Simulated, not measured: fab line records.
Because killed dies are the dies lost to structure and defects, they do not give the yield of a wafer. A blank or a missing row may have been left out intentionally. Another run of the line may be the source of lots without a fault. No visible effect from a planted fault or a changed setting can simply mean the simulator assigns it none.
2 desks looking at one fault	flow sky130	each desk has only its own numbers; what lay behind them comes last

FOR THE TOOL OWNER'S DESK: implanter-04
The tool's own readings at SKY_VT_ADJUST_NCORE_IMPLANT_09, given as means over the sampled wafers that have a number, one for each lot that went through this tool. A lot is out of limits, marked OUT, if its mean lies more than 4 standard deviations from the usual mean; the brackets give that distance.
Columns: A = doseIonsCm2 at SKY_VT_ADJUST_NCORE_IMPLANT_09, usual 2.3994e+12; B = faradayCurrentUA at SKY_VT_ADJUST_NCORE_IMPLANT_09, usual 13.57
lot	first seen here	A	B
L210	day 8 23:04	2.3983e+12	13.33
L214	day 9 18:30	2.4016e+12	13.46
L220	day 11 09:22	6.8037e+11 (-99 or more) OUT	3.90 (-37) OUT
L221	day 11 17:10	6.8027e+11 (-99 or more) OUT	3.84 (-37) OUT
L230	day 14 12:18	2.3993e+12	13.51
L231	day 14 16:13	2.3998e+12	13.61
L232	day 15 02:33	2.3998e+12	13.61
This desk finds L220, L221 out of limits, L220 being first, at day 11 09:22 (doseIonsCm2 at SKY_VT_ADJUST_NCORE_IMPLANT_09). Within limits: L210, L214, L230, L231, L232.

METROLOGY DESK
Means of the sampled wafers that have a number, per lot and without regard to the tool the lot ran on: this is what the gauges read. A lot is out of limits, marked OUT, if its mean lies more than 4 standard deviations from the usual mean; the brackets give that distance.
Columns: A = DNWELL_TW at SKY_DNWELL_TW_MEAS_09, usual 1097; B = NWELL_TW at SKY_NWELL_TW_MEAS_15, usual 1798; C = VT_ADJUST_NCORE_TW at SKY_VT_ADJUST_NCORE_TW_MEAS_11, usual 216.8
lot	first seen here	A	B	C
L210	day 3 09:59	1098	1806	214.7
L212	day 3 18:20	1107	1791	217.7
L214	day 4 02:44	1090	1798	216.2
L217	day 4 19:43	1101	1798	213.7
L220	day 5 09:35	1102	1793	154.2 (-35) OUT
L221	day 5 14:05	1105	1793	153.2 (-35) OUT
L226	day 6 17:44	1100	1801	217.9
L227	day 7 00:01	1083	1803	217.9
L230	day 7 16:47	1101	1782	218.4
L231	day 7 22:34	1097	1788	219.0
L232	day 8 04:13	1092	1793	218.2
L233	day 8 11:40	1092	1800	213.9
This desk finds L220, L221 out of limits, with the earliest case on L220 at day 11 09:35 (VT_ADJUST_NCORE_TW at SKY_VT_ADJUST_NCORE_TW_MEAS_11). Within limits: L210, L212, L214, L217, L226, L227, L230, L231, L232, L233.

PUT TOGETHER
The tool owner's desk could have raised an alarm at day 11 09:22, on L220, L221.
Metrology desk: alarm possible at day 11 09:35 on L220, L221.
On implanter-04, each named lot ran SKY_VT_ADJUST_NCORE_IMPLANT_09.

WHAT THE SIMULATOR PUT IN
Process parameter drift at SKY_VT_ADJUST_NCORE_IMPLANT_09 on implanter-04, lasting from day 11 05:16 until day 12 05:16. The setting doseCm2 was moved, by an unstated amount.
Shown lots that were struck: L220, L221.
Fault start to first reading out of limits, in hours, per desk: tool owner, 4; metrology, 4.
